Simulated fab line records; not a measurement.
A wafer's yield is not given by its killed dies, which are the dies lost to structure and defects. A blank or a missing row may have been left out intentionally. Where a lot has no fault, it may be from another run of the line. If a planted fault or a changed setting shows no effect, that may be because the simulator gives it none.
Problem report in the 8D (eight disciplines) form, filled by code + flow sky130 + the parts of the form that need people (team, actions taken, sign-off) are left out

== 1. WHAT IS WRONG ==
Mean of bias_w at SKY_VIA2_ETCH_15: 1888 W over 2 wafers from 1 lot, against 1200 W (standard deviation 3.7) on wafers with no fault. That is +99 or more standard deviations from the usual mean.
The step: etches SiO2 in C4F8/O2/Ar, stops on TiN, target depth 546 nm, time 84 s.
First observed at day 43 04:35: wafer L571.3, on rie_diel-03. At this step, 39 wafers from 13 lots have a number in the record. Rule for "out" (also "out of limits"): further than 4 standard deviations from the usual mean. The rest of the wafers with a number are treated as sound.

== 2. WHAT IT IS; WHAT IT IS NOT ==
| question                    | is                | is not                                                                 |
|-----------------------------|-------------------|------------------------------------------------------------------------|
| which readings at this step | bias_w            | oes_product_au                                                         |
| which lots                  | L571              | L551, L552, L554, L555, L556, L557, L558, L561, L562, L566, L568, L572 |
| which wafers of those lots  | L571.3, L571.5    | L571.2                                                                 |
| read on which tools         | rie_diel-03       | rie_diel-01, rie_diel-04                                               |
| when                        | from day 43 04:35 | up to then (34 sound wafers); but 3 sound wafers of L572 came after    |

== 3. WHAT RULES OUT EACH SUSPECT ==
Counting: if a tool at a process step up to the reading ran every lot that is out, it stays a suspect. Sound lots after the first of them don't rule it out here, since some wafers of a struck lot are sound.
- rie_diel-03 at SKY_VIA2_ETCH_15 (etches SiO2 in C4F8/O2/Ar, stops on TiN, target depth 546 nm, time 84 s): kept. It ran the lot that is out, L571 (day 43 04:35); its last sound lot up to then is L561 (day 39 22:34). Its own bias_w readings are out on those wafers.
- The sound lot-mates ran in chamber 2 of rie_diel-03 at SKY_VIA2_ETCH_15, but the wafers that are out ran in chamber 0.
After counting, what remains is rie_diel-03 at SKY_VIA2_ETCH_15.

== 4. THE CAUSE (what the simulator had put in) ==
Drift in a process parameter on rie_diel-03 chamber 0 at SKY_VIA2_ETCH_15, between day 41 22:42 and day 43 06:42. The setting bias_w was moved by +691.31, starting from 1200. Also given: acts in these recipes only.
Counting left only this tool.

== 5. THE CHAIN OF EFFECTS, in route order ==
Rows list readings where the struck wafers' mean (over those with a number) sits beyond 3 standard deviations from the usual. Only readings for which the record gives a usual standard deviation are gone through. hours: the time from each lot's start at the first step in this table that gives one to its start at this step, as a median over the lots. sigmas: the change in usual standard deviations.
| hours | step              | reading                  | usual  | on struck wafers | change | sigmas      |
|-------|-------------------|--------------------------|--------|------------------|--------|-------------|
| 0     | SKY_VIA2_ETCH_15  | bias_w                   | 1200 W | 1888             | +688   | +99 or more |
| 0     | SKY_VIA2_STRIP_16 | strip_time_to_endpoint_s | 4.04 s | 3.85             | -0.19  | -5.8        |
Its process steps:
- SKY_VIA2_ETCH_15: etches SiO2 in C4F8/O2/Ar, stops on TiN, target depth 546 nm, time 84 s.
- SKY_VIA2_STRIP_16: strips in O2/N2.

== 6. WHAT WOULD HAVE CAUGHT IT SOONER ==
First out-of-limits reading in this record: day 43 04:35, which is 30 hours after fault onset at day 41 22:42.
